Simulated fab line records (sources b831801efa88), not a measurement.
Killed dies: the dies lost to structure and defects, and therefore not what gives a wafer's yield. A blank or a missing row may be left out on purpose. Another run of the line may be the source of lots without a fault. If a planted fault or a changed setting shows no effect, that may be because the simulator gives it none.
A lot that was struck, set against a sound lot / flow gf180mcu / 16 steps out of a route of 602
Sound: these wafers, L918.1, L918.3, L918.5. Struck: wafer L930.1. (L930.2, L930.6 of the same lot were not struck and are left out.) The cause comes at the end.
At each step with rows: each side's tool, then ch and its chambers, then its first start. Under that, the readings that differ: sound wafers / struck wafers / difference of the means / sigmas: that difference in standard deviations of wafers without a fault.
alike: a reading whose means differ by less than 2 such deviations, as well as words and numbers matching on both sides. not compared: withheld readings; readings where some wafer has no value; bounds like >300 that might hide an equal value; numbers whose values overlap and for which the record gives no deviation.
A row with sigmas, a row that says differs or no value, or rows on one side alone: a step with any of these is where the two part. Numbers that don't overlap but have no deviation are shown without sigmas and don't part them. Lack of a reading on every wafer of one side parts them only where that side has two or more wafers.

first, 3 steps without rows for these wafers: GF_V5_EXPOSE_11 (exposes mask Via5, target cd 260 nm); GF_V5_PEB_12 (peb time 90 s); GF_V5_DEVELOP_13 (develop time 60 s).
GF_V5_CD_MEAS_14: the cd target is 260 nm.
  sound on cd sem-02, day 28 03:17; struck on cd sem-02, day 31 13:14
  alike: cd nm
GF_V5_OVL_MEAS_15:
  sound on overlay-01, day 28 03:24; struck on overlay-02, day 31 13:21
reading=V5_OVL (nm); sound=11 5 8; struck=-11; difference=-19; sigmas=-4
GF_V5_ETCH_16: etches BARC in N2/H2.
  sound on rie diel-03 ch 0,2, day 28 03:26; struck on rie diel-01 ch 2, day 31 13:23
  alike: drypump motor current A, h2 flow sccm, oes product au, throttle valve pct
GF_V5_ETCH_17: etches SiO2 in C4F8/O2/Ar, stops on TiN, target depth 855 nm.
  sound: rie diel-03 ch 0,2; struck: rie diel-01 ch 2
  alike: oes product au
GF_V5_STRIP_18: strips in O2/N2.
  sound on plasma asher-04 ch 1, day 28 03:35; struck on plasma asher-03 ch 1, day 31 13:32
  alike: drypump motor current A, heater power w, oes product au
  not compared: rf hours counter h
then, 3 steps without rows for these wafers: GF_V5_STRIP_19 (strips in post etch residue remover, time 1200 s); GF_V5_CLEAN_20 (cleans in DIW); GF_V5_SPUTTER_21 (material Ti, target thk 15 nm, time 80.02 s).
GF_V5_SPUTTER_22: material TiN, target thk 10 nm, time 40 s.
  sound on pvd sputter-02, day 28 04:12; struck on pvd sputter-02, day 31 14:08
  alike: throttle valve pct
GF_V5_CVD_23: deposits W, target thk 350 nm, time 104.9 s.
  sound on cvd w-02 ch 0, day 28 04:14; struck on cvd w-01 ch 1, day 31 14:11
reading=heater power w (W); sound=1129 1125 1115; struck=885; difference=-238; sigmas=-2
reading=model.W_of_V5_CVD_23.thk nm (nm); sound=353.9 356.1 355; struck=388.7; difference=+33.7; sigmas=
GF_V5_RS_MEAS_24: measures by four-point-probe.
  sound on film metro-03, day 28 04:22; struck on film metro-03, day 31 14:17
reading=V5_W_RS (ohm/sq); sound=0.324 0.322 0.323; struck=0.294; difference=-0.029; sigmas=-5
GF_V5_THK_MEAS_25: measures by xrf.
  sound on film metro-03, day 28 04:29; struck on film metro-03, day 31 14:25
reading=V5_W_THK (nm); sound=351 353 351; struck=380; difference=+28; sigmas=+4
GF_V5_CMP_26: polishes, stops on SiO2, t overpolish 15 s, target thk 0 nm.
  sound on cmp-02 ch 0,1, day 28 04:35; struck on cmp-02 ch 3, day 31 14:31
  alike: motor current A, slurry filter dp kPa

WHERE THEY PART
First at GF_V5_OVL_MEAS_15; last, within this record, at GF_V5_THK_MEAS_25. Later steps at which nothing parts them and some readings are alike: GF_V5_CMP_26.

WHY: what had been put in by the simulator
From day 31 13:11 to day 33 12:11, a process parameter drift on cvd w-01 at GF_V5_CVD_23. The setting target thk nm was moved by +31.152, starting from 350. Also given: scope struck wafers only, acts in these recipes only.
